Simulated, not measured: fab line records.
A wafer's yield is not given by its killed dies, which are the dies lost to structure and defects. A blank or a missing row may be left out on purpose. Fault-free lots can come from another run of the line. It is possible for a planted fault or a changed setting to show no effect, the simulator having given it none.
A single fault, viewed from 2 desks | flow gf180mcu | numbers are kept per desk, each desk with only its own; the story behind them comes last

== TOOL OWNER'S DESK, lpcvd-02 ==
The tool's own readings at GF_STI_CVD_03 (deposits Si3N4 from DCS/NH3, target thk 207.16 nm, time 3551 s): means of the sampled wafers that have a number, for each lot that ran on this tool. If a lot's mean is further than 4 standard deviations from the usual mean, the lot is out of limits and carries the mark OUT (the distance appears in the brackets).
Columns: A = spike_tc_centre_C at GF_STI_CVD_03, usual 770.3 C; B = spike_tc_lower_C at GF_STI_CVD_03, usual 770.4 C; C = spike_tc_upper_C at GF_STI_CVD_03, usual 770.2 C; D = susceptor_temp_C at GF_STI_CVD_03, usual 770.0 C; E = zone_power_centre_pct at GF_STI_CVD_03, usual 13.3 %; F = zone_power_lower_pct at GF_STI_CVD_03, usual 13.7 %; G = zone_power_upper_pct at GF_STI_CVD_03, usual 12.6 %
lot  | first seen here | A               | B                | C     | D     | E             | F               | G
L983 | day 1 21:34     | 770.9           | 770.6            | 771.7 | 769.5 | 12.5          | 13.6            | 13.1
L984 | day 2 02:34     | 736.0 (-29) OUT | 774.6            | 775.0 | 769.7 | 4.0 (-12) OUT | 18.2 (+8.0) OUT | 17.6
L986 | day 2 15:46     | 735.6 (-29) OUT | 775.5 (+4.6) OUT | 776.1 | 769.9 | 4.1 (-12) OUT | 18.3 (+8.3) OUT | 17.6
L987 | day 2 21:52     | 735.7 (-29) OUT | 774.3            | 775.7 | 770.5 | 4.1 (-12) OUT | 18.5 (+8.5) OUT | 17.7
L101 | day 5 16:18     | 770.9           | 770.6            | 769.8 | 770.0 | 12.6          | 13.4            | 9.4
L104 | day 6 06:48     | 770.0           | 772.0            | 769.5 | 770.0 | 12.6          | 13.3            | 9.3
This desk finds L984, L986, L987 out of limits, L984 being first, at day 2 02:34 (spike_tc_centre_C at GF_STI_CVD_03). In limits: L983, L101, L104.

== FROM THE METROLOGY DESK ==
Means of the sampled wafers that have a number, per lot and without regard to the tool the lot ran on: this is what the gauges read. If a lot's mean is further than 4 standard deviations from the usual mean, the lot is out of limits and carries the mark OUT (the distance appears in the brackets).
Columns: A = STI_CVD_03_THK at GF_STI_THK_MEAS_04, usual 206.3 nm; B = HV_LDD_CVD_54_THK at GF_HV_LDD_THK_MEAS_55, usual 9.98 nm; C = M1_OVL at GF_M1_OVL_MEAS_15, usual 2 nm
lot  | first seen here | A                | B     | C
L983 | day 1 23:34     | 208.9            | 9.97  | 3
L984 | day 2 04:34     | 159.6 (-19) OUT  | 10.04 | 2
L985 | day 2 13:59     | 207.7            | 9.88  | -5
L986 | day 2 17:47     | 192.2 (-5.9) OUT | 9.83  | 5
L987 | day 2 23:50     | 159.1 (-20) OUT  | 9.98  | 3
L996 | day 4 17:16     | 203.0            | 10.15 | 1
L999 | day 5 07:34     | 207.0            | 9.87  | 1
L100 | day 5 12:34     | 208.2            | 10.14 | 6
L101 | day 5 18:17     | 204.5            | 9.98  | 0
L102 | day 5 22:59     | 206.2            | 9.93  | 7
L103 | day 6 03:34     | 206.2            | 10.05 | 1
L104 | day 6 08:49     | 205.1            | 9.94  | 2
Per this desk, out of limits: L984, L986, L987; the first was L984, day 2 04:34 (STI_CVD_03_THK at GF_STI_THK_MEAS_04). In limits: L983, L985, L996, L999, L100, L101, L102, L103, L104.

== BROUGHT TOGETHER ==
The tool owner's desk could have raised an alarm at day 2 02:34, on L984, L986, L987.
On L984, L986, L987, the metrology desk was in a position to raise an alarm at day 2 04:34.
Of the lots named, all ran GF_STI_CVD_03 on lpcvd-02.

== WHAT THE SIMULATOR PUT IN ==
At GF_STI_CVD_03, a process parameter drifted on lpcvd-02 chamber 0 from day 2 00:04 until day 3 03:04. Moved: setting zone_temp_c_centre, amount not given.
Lots struck among those shown: L984, L986, L987.
Fault start to first reading out of limits, in hours, per desk: tool owner, 2; metrology, 4.
